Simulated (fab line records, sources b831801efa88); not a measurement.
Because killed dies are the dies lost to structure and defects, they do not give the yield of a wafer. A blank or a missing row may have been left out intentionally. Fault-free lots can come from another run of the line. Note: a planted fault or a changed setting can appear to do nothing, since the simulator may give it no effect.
Which tool is to blame?	flow sky130	6 lots with 18 wafers sampled at 2 steps, on a route of 708 steps

== WHAT EACH GAUGE READ, for each wafer ==
SKY_FIELD_ISO_THK_MEAS_25.
lot	measured	on	FIELD_ISO_CVD_24_THK (nm)
L432	day 3 05:24	film-metro-02	587 578 596
L435	day 3 21:56	film-metro-03	594 600 592
L438	day 4 10:31	film-metro-02	605 599 593
L440	day 4 21:16	film-metro-03	601 599 601
L442	day 5 06:56	film-metro-04	594 601 776
L451	day 7 13:22	film-metro-03	598 599 588

== TOOL THAT RAN EACH LOT (tool first, then ch and the chambers of the sampled wafers, then the start) ==
lot	SKY_FIELD_ISO_CVD_24
L432	hdpcvd-02 ch 0,1, day 3 05:20
L435	hdpcvd-01 ch 0,1,2, day 3 21:51
L438	hdpcvd-02 ch 0,1,2, day 4 10:26
L440	hdpcvd-02 ch 0,2, day 4 21:12
L442	hdpcvd-01 ch 0,1,2, day 5 06:52
L451	hdpcvd-02 ch 0,1,2, day 7 13:17
- SKY_FIELD_ISO_CVD_24: deposits SiO2, target thk 595 nm, time 99.2 s.

== THE ANSWER, worked out from the rows above alone ==
Rule: the usual values come from the lots themselves. Put in order of their means at a reading, lots are off if they are a third of the lots or fewer, leave a main group of 4 or more, and stand apart from it by a gap of 3 or more times the standard deviation of the main group's means; of several such gaps the widest counts. A main group whose means are all the same, to the digits that the tables above print for the reading, isn't used. Also off: a lot with no number at a reading for which 4 or more lots have one. Where the step has rows for the other lots, those lots are counted as sound.
Off: at SKY_FIELD_ISO_THK_MEAS_25 (FIELD_ISO_CVD_24_THK), L442. The main group has a mean of 595 nm with a standard deviation of 4.6.
If a tool, at a process step before that reading, ran all the lots that are off and no sound lot after the first of them, it fits. The gauges at SKY_FIELD_ISO_THK_MEAS_25 are tried like those tools. Undecided on this evidence; 2 tools fit (hdpcvd-01 at SKY_FIELD_ISO_CVD_24, film-metro-04 at SKY_FIELD_ISO_THK_MEAS_25).

== WHAT THE SIMULATOR HAD INSERTED ==
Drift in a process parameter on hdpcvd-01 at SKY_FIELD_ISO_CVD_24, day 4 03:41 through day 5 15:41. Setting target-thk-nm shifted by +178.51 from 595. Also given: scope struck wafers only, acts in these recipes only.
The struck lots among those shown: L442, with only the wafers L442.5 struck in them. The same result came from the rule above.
